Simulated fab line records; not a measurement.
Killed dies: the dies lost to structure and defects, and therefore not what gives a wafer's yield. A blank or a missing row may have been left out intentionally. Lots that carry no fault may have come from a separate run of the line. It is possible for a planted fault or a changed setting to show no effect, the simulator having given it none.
The tool behind it: which one? | flow sky130 | 12 lots, 36 wafers sampled, at 3 steps of a route of 708

WHAT THE GAUGES READ, wafer by wafer
SKY_METAL2_RS_MEAS_05: uses a four-point probe to measure. Usual: METAL2_ALCU_RS gives 0.1224 ohm/sq (standard deviation 0.0011).
lot  | measured     | on           | METAL2_ALCU_RS (ohm/sq) | flag
L112 | day 34 05:10 | filmMetro-01 | 0.1217 0.1223 0.1221    | 
L111 | day 34 07:17 | filmMetro-04 | 0.1217 0.1218 0.1218    | 
L115 | day 36 06:49 | filmMetro-04 | 0.1218 0.1226 0.1222    | 
L116 | day 36 08:33 | filmMetro-04 | 0.1217 0.1223 0.1209    | 
L119 | day 36 15:52 | filmMetro-01 | 0.1233 0.1228 0.1222    | 
L121 | day 37 08:39 | filmMetro-04 | 0.1239 0.1226 0.1242    | 
L122 | day 37 15:23 | filmMetro-01 | 0.1218 0.1222 0.1224    | 
L123 | day 37 23:04 | filmMetro-01 | 0.1199 0.1216 0.1208    | 
L126 | day 38 19:43 | filmMetro-02 | 0.1225 0.1218 0.1217    | 
L130 | day 40 09:41 | filmMetro-01 | 0.1217 0.1214 0.1225    | 
L132 | day 40 12:34 | filmMetro-04 | 0.1237 0.1246 0.1234    | 
L134 | day 41 00:37 | filmMetro-01 | 0.1219 0.1209 0.1217    | 

EACH LOT AND THE TOOL THAT RAN IT (in order: tool; ch and the chambers of the sampled wafers; start)
lot  | SKY_LI_CONTACT_ETCH_14            | SKY_VIA1_CMP_24
L112 | rieDiel-04 ch 2,3, day 29 08:38   | cmp-02 ch 2,3, day 34 04:43
L111 | rieDiel-01 ch 1,2, day 29 09:35   | cmp-01 ch 2,3, day 34 06:51
L115 | rieDiel-04 ch 1,3, day 31 11:35   | cmp-01 ch 1,2,3, day 36 06:25
L116 | rieDiel-02 ch 0,1,3, day 31 11:46 | cmp-01 ch 1,2,3, day 36 08:07
L119 | rieDiel-01 ch 0,2, day 31 21:20   | cmp-01 ch 1,3, day 36 15:27
L121 | rieDiel-01 ch 0,2, day 32 16:26   | cmp-01 ch 0,1,2, day 37 08:13
L122 | rieDiel-01 ch 1,2, day 32 22:55   | cmp-01 ch 0,2,3, day 37 15:03
L123 | rieDiel-01 ch 0,1,2, day 33 08:10 | cmp-02 ch 0,1, day 37 22:38
L126 | rieDiel-02 ch 0,2,3, day 34 04:38 | cmp-02 ch 0,1,2, day 38 19:16
L130 | rieDiel-02 ch 0,3, day 35 21:14   | cmp-01 ch 0,3, day 40 09:14
L132 | rieDiel-01 ch 2,3, day 35 23:19   | cmp-01 ch 0,1, day 40 12:05
L134 | rieDiel-01 ch 0,2,3, day 36 12:40 | cmp-02 ch 2,3, day 41 00:13
- SKY_LI_CONTACT_ETCH_14: etches BARC in N2/H2, stops on SiO2, time 45.9 s, target depth 60 nm.
- SKY_VIA1_CMP_24: polishes, stops on SiO2, t overpolish 15 s, target thk 0 nm.

WHAT THE TOOLS THEMSELVES READ (means of the sampled wafers that have a number; where no wafer has one, the mark that the record gives instead)
SKY_LI_CONTACT_ETCH_14. Usual: biasW 100.0 W, standard deviation 0.31; drypumpMotorCurrentA 5.8 A, standard deviation 0.53; oesProductAu 0.854 a.u., standard deviation 0.004; runLengthS 74.2 s, standard deviation 0.33; throttleValvePct 13.224 %, standard deviation 0.0087.
lot  | tool       | biasW (W) | drypumpMotorCurrentA (A) | oesProductAu (a.u.) | runLengthS (s) | throttleValvePct (%) | flag
L112 | rieDiel-04 | 100.2     | 5.6                      | 0.858               | 74.6           | 13.227               | 
L111 | rieDiel-01 | 99.5      | 6.1                      | 0.857               | 74.5           | 13.227               | 
L115 | rieDiel-04 | 100.1     | 6.4                      | 0.853               | 74.3           | 13.221               | 
L116 | rieDiel-02 | 100.1     | 5.8                      | 0.855               | 74.1           | 13.216               | 
L119 | rieDiel-01 | 100.0     | 5.9                      | 0.855               | 73.9           | 13.220               | 
L121 | rieDiel-01 | 99.9      | 5.9                      | 0.946               | 69.2           | 13.240               | OFF
L122 | rieDiel-01 | 100.5     | 6.1                      | 0.905               | 72.1           | 13.218               | OFF
L123 | rieDiel-01 | 100.0     | 6.1                      | 0.901               | 71.9           | 13.230               | OFF
L126 | rieDiel-02 | 99.9      | 5.6                      | 0.853               | 74.0           | 13.235               | 
L130 | rieDiel-02 | 100.1     | 5.7                      | 0.853               | 74.1           | 13.216               | 
L132 | rieDiel-01 | 99.7      | 5.4                      | 0.855               | 74.0           | 13.227               | 
L134 | rieDiel-01 | 100.0     | 5.7                      | 0.858               | 74.0           | 13.228               | 

SKY_VIA1_CMP_24. Usual: motorCurrentA 11.0 A, standard deviation 0.85; overpolishRunS 15.000 s, standard deviation 0.0093; timeToEndpointS 65.4 s, standard deviation 2.
lot  | tool   | motorCurrentA (A) | overpolishRunS (s) | timeToEndpointS (s) | flag
L112 | cmp-02 | 11.0              | 14.994             | 66.4                | 
L111 | cmp-01 | 10.3              | 14.995             | 64.9                | 
L115 | cmp-01 | 10.4              | 15.000             | 66.6                | 
L116 | cmp-01 | 10.3              | 14.995             | 64.9                | 
L119 | cmp-01 | 9.9               | 15.002             | 64.4                | 
L121 | cmp-01 | 10.8              | 14.999             | 63.0                | 
L122 | cmp-01 | 11.0              | 15.000             | 65.4                | 
L123 | cmp-02 | 11.6              | 15.004             | 62.5                | 
L126 | cmp-02 | 11.2              | 15.002             | 66.7                | 
L130 | cmp-01 | 11.0              | 15.001             | 66.8                | 
L132 | cmp-01 | 10.8              | 14.997             | 67.1                | 
L134 | cmp-02 | 11.1              | 15.005             | 66.3                | 

THE ANSWER, worked out from the rows above alone
Rule: take the mean of a lot's wafers that have a number; if it is more than 3 standard deviations from the usual mean, the lot is off. Also off: a lot with no number at a reading for which 4 or more lots have one. Where the step has rows for the other lots, those lots are counted as sound. First the gauges in route order, then the tools' own readings, where a lot's mean is used as printed above. The first step at which some lot is off is used, and at that step the reading that is off furthest; a lot without a number counts as furthest.
Off at SKY_LI_CONTACT_ETCH_14 (oesProductAu): L121, L122, L123.
A tool fits if, at that step or a process step before it, it ran every lot that is off, and no sound lot after the first of them. No candidate that was tried fits.

WHAT WAS PUT IN BY THE SIMULATOR
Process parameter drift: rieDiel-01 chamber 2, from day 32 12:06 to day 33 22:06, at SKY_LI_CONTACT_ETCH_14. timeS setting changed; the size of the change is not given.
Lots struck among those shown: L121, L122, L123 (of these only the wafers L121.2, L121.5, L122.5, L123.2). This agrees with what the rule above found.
